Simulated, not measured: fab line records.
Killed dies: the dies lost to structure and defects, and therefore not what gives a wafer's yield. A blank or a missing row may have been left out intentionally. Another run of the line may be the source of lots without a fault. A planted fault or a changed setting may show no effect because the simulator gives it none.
Check for tools in common    flow gf180mcu    Sampled: 12 lots, 39 wafers

WHY THIS WAS OPENED
GF_HV_LDD_THK_MEAS_57, reading HV_LDD_CVD_56_THK: flagged on 1 of 12 lots. Wafers without a fault read 90.0 nm, standard deviation 0.75.
Rule: a lot is flagged when every wafer of it that has a number lies more than 4 standard deviations from that mean, or none has a number. The other lots count as sound.

lot   measured      on             HV_LDD_CVD_56_THK (nm), wafer by wafer  flag
L508  day 12 19:53  film_metro-01  88.8 88.8 89.4                          
L511  day 13 14:20  film_metro-01  85.5 84.3 84.4 85.4 84.3 84.4           FLAGGED
L513  day 14 14:41  film_metro-04  88.7 88.8 88.8                          
L520  day 17 05:15  film_metro-01  91.5 91.0 91.1                          
L521  day 17 16:19  film_metro-03  90.3 90.5 91.4                          
L522  day 17 21:34  film_metro-01  89.6 89.4 89.8                          
L523  day 18 02:07  film_metro-04  90.6 89.8 90.0                          
L525  day 18 19:34  film_metro-03  89.3 90.2 89.0                          
L526  day 19 01:05  film_metro-03  89.8 90.0 89.6                          
L527  day 19 09:35  film_metro-03  90.1 90.8 90.5                          
L529  day 19 17:28  film_metro-03  89.6 89.6 89.8                          
L530  day 20 04:13  film_metro-03  89.6 89.3 89.7                          
Average over the flagged lots: 84.7 nm; offset from the usual -5.3 nm, equal to -7 standard deviations.

EACH LOT AND THE TOOL IT RAN ON
The record keeps 1 process step preceding the reading, out of 602 steps on the route. Cell contents, in order: the tool; ch with the chambers the sampled wafers went through; the start.
lot   flag     GF_HV_LDD_CVD_56
L508           lpcvd-01 ch 1, day 12 18:28
L511  FLAGGED  lpcvd-02 ch 0, day 13 12:54
L513           lpcvd-01 ch 0, day 14 13:15
L520           lpcvd-02 ch 1, day 17 03:49
L521           lpcvd-02 ch 0, day 17 14:53
L522           lpcvd-01 ch 0, day 17 20:08
L523           lpcvd-02 ch 1, day 18 00:41
L525           lpcvd-01 ch 0, day 18 18:08
L526           lpcvd-02 ch 0, day 18 23:38
L527           lpcvd-01 ch 0, day 19 08:08
L529           lpcvd-02 ch 0, day 19 16:02
L530           lpcvd-02 ch 1, day 20 02:41
What is done by these steps:
- GF_HV_LDD_CVD_56: deposits Si3N4 from DCS/NH3, target thk 90 nm, time 1543 s.
- GF_HV_LDD_THK_MEAS_57

FLAGGED AGAINST TOTAL, ONE TOOL AT A TIME (gauges that did the reading follow at the end)
step                   tool           lots run  flagged  share of the flagged lots  sound lots run after its first flagged lot
GF_HV_LDD_CVD_56       lpcvd-01       5         0        none                       -
GF_HV_LDD_CVD_56       lpcvd-02       7         1        all                        6 (L520,L521,L523,L526,L529,L530)
GF_HV_LDD_THK_MEAS_57  film_metro-01  4         1        all                        2 (L520,L522)
GF_HV_LDD_THK_MEAS_57  film_metro-03  6         0        none                       -
GF_HV_LDD_THK_MEAS_57  film_metro-04  2         0        none                       -

WHAT THE TABLE ALLOWS
2 rows of the table ran every flagged lot: lpcvd-02 at GF_HV_LDD_CVD_56, film_metro-01 at GF_HV_LDD_THK_MEAS_57.
- lpcvd-02 at GF_HV_LDD_CVD_56 ran 7 lots, 1 of them flagged. Sound lots ran on it after the first flagged one (L520, L521, L523, L526, L529, L530), which a lasting fault on the whole tool wouldn't allow. Its own readings lie more than 4 standard deviations out on every wafer of the flagged lots: susceptor_temp_C.
- film_metro-01 at GF_HV_LDD_THK_MEAS_57 ran 4 lots, 1 of them flagged. Sound lots ran on it after the first flagged one (L520, L522), which a lasting fault on the whole tool wouldn't allow.
Not one row of the table ran every flagged lot while running no sound lot after the first.

WHAT THE SIMULATOR HAD INSERTED
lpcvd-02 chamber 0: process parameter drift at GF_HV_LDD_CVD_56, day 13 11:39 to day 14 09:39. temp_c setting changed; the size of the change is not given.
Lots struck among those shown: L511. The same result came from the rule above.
